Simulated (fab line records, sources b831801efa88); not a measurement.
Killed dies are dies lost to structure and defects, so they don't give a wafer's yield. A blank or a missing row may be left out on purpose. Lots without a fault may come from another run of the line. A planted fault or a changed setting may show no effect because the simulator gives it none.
Which tool did it? | flow sky130 | 13 lots, 39 wafers sampled, at 5 steps of a route of 708

WHAT THE GAUGES READ, wafer by wafer
SKY_FIELD_ISO_THK_MEAS_04.
lot  | measured    | on            | FIELD_ISO_CVD_03_THK (nm)
L490 | day 1 19:32 | film_metro-01 | 150.1 150.8 150.2
L491 | day 2 01:25 | film_metro-02 | 149.4 149.9 150.5
L492 | day 2 05:23 | film_metro-01 | 149.7 150.0 149.5
L493 | day 2 11:32 | film_metro-02 | 149.3 149.5 148.5
L494 | day 2 15:35 | film_metro-01 | 148.0 149.0 148.5
L495 | day 2 21:23 | film_metro-02 | 150.1 151.7 150.6
L496 | day 3 01:44 | film_metro-01 | 147.7 148.3 147.5
L504 | day 4 16:29 | film_metro-03 | 152.2 152.6 152.1
L505 | day 4 21:30 | film_metro-01 | 152.4 150.6 150.6
L507 | day 5 07:29 | film_metro-03 | 148.6 150.0 149.0
L508 | day 5 14:19 | film_metro-02 | 147.6 147.5 148.2
L510 | day 5 23:28 | film_metro-03 | 149.4 149.8 150.7
L512 | day 6 10:17 | film_metro-02 | 152.9 152.2 153.3

SKY_SONOS_TUNNEL_TW_MEAS_12.
lot  | measured     | on            | SONOS_TUNNEL_TW
L490 | day 11 17:25 | film_metro-01 | 198.6 197.3 198.6
L491 | day 12 03:58 | film_metro-03 | 195.7 196.0 195.3
L492 | day 12 10:41 | film_metro-04 | 197.4 196.6 199.0
L493 | day 12 16:42 | film_metro-04 | 197.5 197.6 196.6
L494 | day 12 22:42 | film_metro-04 | 171.9 171.5 172.5
L495 | day 13 07:26 | film_metro-04 | 173.2 172.0 173.1
L496 | day 13 14:58 | film_metro-01 | 173.5 172.9 174.1
L504 | day 16 04:58 | film_metro-03 | 196.4 196.9 196.0
L505 | day 16 12:46 | film_metro-01 | 196.2 196.5 197.1
L507 | day 17 04:26 | film_metro-03 | 194.9 194.9 194.8
L508 | day 17 16:29 | film_metro-04 | 197.2 196.8 196.7
L510 | day 18 08:07 | film_metro-03 | 196.9 195.9 195.6
L512 | day 18 21:03 | film_metro-01 | 197.7 197.0 196.5

SKY_LI_CONTACT_THK_MEAS_01.
lot  | measured     | on            | LI_CONTACT_HDPCVD_THK (nm)
L490 | day 28 06:31 | film_metro-02 | 936 931 932
L491 | day 28 18:13 | film_metro-02 | 933 934 917
L492 | day 28 22:37 | film_metro-04 | 888 910 896
L493 | day 29 18:07 | film_metro-02 | 909 900 909
L494 | day 30 06:40 | film_metro-02 | 919 933 919
L495 | day 30 07:27 | film_metro-04 | 919 891 896
L496 | day 30 07:19 | film_metro-01 | 926 926 921
L504 | day 32 20:21 | film_metro-02 | 927 940 929
L505 | day 33 06:10 | film_metro-04 | 912 917 899
L507 | day 33 23:17 | film_metro-04 | 914 912 903
L508 | day 34 06:04 | film_metro-04 | 907 914 905
L510 | day 35 19:25 | film_metro-02 | 925 934 923
L512 | day 35 21:00 | film_metro-02 | 931 913 908

WHICH TOOL RAN EACH LOT (tool, then ch and the chambers of the sampled wafers, then the start)
lot  | SKY_FIELD_ISO_CMP_27         | SKY_SONOS_TUNNEL_IMPLANT_09
L490 | cmp-01 ch 0,1,2, day 2 15:12 | implanter-01 ch 0, day 11 17:00
L491 | cmp-02 ch 2,3, day 2 22:56   | implanter-03 ch 0, day 12 03:34
L492 | cmp-02 ch 0,2,3, day 3 02:53 | implanter-01 ch 0, day 12 10:14
L493 | cmp-01 ch 1,2,3, day 3 07:01 | implanter-01 ch 0, day 12 16:17
L494 | cmp-02 ch 0,1,3, day 3 11:45 | implanter-01 ch 0, day 12 22:16
L495 | cmp-01 ch 0,1,3, day 3 18:26 | implanter-01 ch 0, day 13 06:58
L496 | cmp-01 ch 0,2,3, day 3 22:16 | implanter-01 ch 0, day 13 14:33
L504 | cmp-02 ch 1,2,3, day 5 14:29 | implanter-01 ch 0, day 16 04:32
L505 | cmp-02 ch 0,1,2, day 5 19:45 | implanter-03 ch 0, day 16 12:23
L507 | cmp-02 ch 0,3, day 6 05:45   | implanter-04 ch 0, day 17 04:01
L508 | cmp-01 ch 1,2, day 6 13:24   | implanter-01 ch 0, day 17 16:07
L510 | cmp-02 ch 0,2,3, day 7 00:52 | implanter-03 ch 0, day 18 07:43
L512 | cmp-01 ch 1,3, day 7 09:46   | implanter-01 ch 0, day 18 20:37
- SKY_FIELD_ISO_CMP_27: polishes, stops on Si3N4, t overpolish 16 s, target thk 457.8 nm.
- SKY_SONOS_TUNNEL_IMPLANT_09

WHAT THE TOOLS THEMSELVES READ (means of the sampled wafers that have a number; where no wafer has one, the mark that the record gives instead)
SKY_FIELD_ISO_CMP_27.
lot  | tool   | motor_current_A (A) | overpolish_run_s (s) | time_to_endpoint_s (s)
L490 | cmp-01 | 12.0                | 16.008               | 117
L491 | cmp-02 | 10.7                | 15.996               | 110
L492 | cmp-02 | 11.7                | 16.001               | 110
L493 | cmp-01 | 12.4                | 15.995               | 119
L494 | cmp-02 | 12.1                | 16.010               | 107
L495 | cmp-01 | 12.5                | 15.995               | 117
L496 | cmp-01 | 11.2                | 15.993               | 119
L504 | cmp-02 | 11.6                | 15.999               | 109
L505 | cmp-02 | 12.4                | 16.010               | 108
L507 | cmp-02 | 11.9                | 16.007               | 104
L508 | cmp-01 | 13.3                | 16.009               | 111
L510 | cmp-02 | 11.6                | 15.993               | 108
L512 | cmp-01 | 13.9                | 15.991               | 118

SKY_SONOS_TUNNEL_IMPLANT_09.
lot  | tool         | dose_ions_cm2 | faraday_current_uA
L490 | implanter-01 | 1.0001e+12    | 5.67
L491 | implanter-03 | 9.9960e+11    | 5.65
L492 | implanter-01 | 1.0002e+12    | 5.58
L493 | implanter-01 | 1.0006e+12    | 5.68
L494 | implanter-01 | 6.1403e+11    | 3.50
L495 | implanter-01 | 6.1453e+11    | 3.52
L496 | implanter-01 | 6.1730e+11    | 3.47
L504 | implanter-01 | 1.0007e+12    | 5.61
L505 | implanter-03 | 1.0006e+12    | 5.61
L507 | implanter-04 | 1.0005e+12    | 5.54
L508 | implanter-01 | 9.9977e+11    | 5.64
L510 | implanter-03 | 9.9997e+11    | 5.55
L512 | implanter-01 | 1.0004e+12    | 5.72

THE ANSWER, worked out from the rows above alone
Rule: what is usual is taken from the lots themselves. Put in order of their means at a reading, lots are off if they are a third of the lots or fewer, leave a main group of 4 or more, and stand apart from it by a gap of 3 or more times the standard deviation of the main group's means; of several such gaps the widest counts. A main group whose means are all the same, to the digits that the tables above print for the reading, isn't used. A lot without any number at a reading at which 4 lots or more have one is off too. The other lots that the step has rows for count as sound. The gauges are gone through in route order, then the tools' own readings, and for those a lot's mean is taken as printed above. The first step at which some lot is off is used, and at that step the reading that is off furthest; a lot without a number counts as furthest.
Off: L494, L495, L496, at SKY_SONOS_TUNNEL_TW_MEAS_12 (SONOS_TUNNEL_TW). The main group: mean 196.7, standard deviation 0.91.
A tool fits if, at a process step before that reading, it ran every lot that is off, and no sound lot after the first of them. The gauges at SKY_SONOS_TUNNEL_TW_MEAS_12 aren't tried: what is off there is off at SKY_SONOS_TUNNEL_IMPLANT_09 too, on other tools, and a gauge's error can't cause that. None of those tried fits.

WHAT THE SIMULATOR HAD PUT IN
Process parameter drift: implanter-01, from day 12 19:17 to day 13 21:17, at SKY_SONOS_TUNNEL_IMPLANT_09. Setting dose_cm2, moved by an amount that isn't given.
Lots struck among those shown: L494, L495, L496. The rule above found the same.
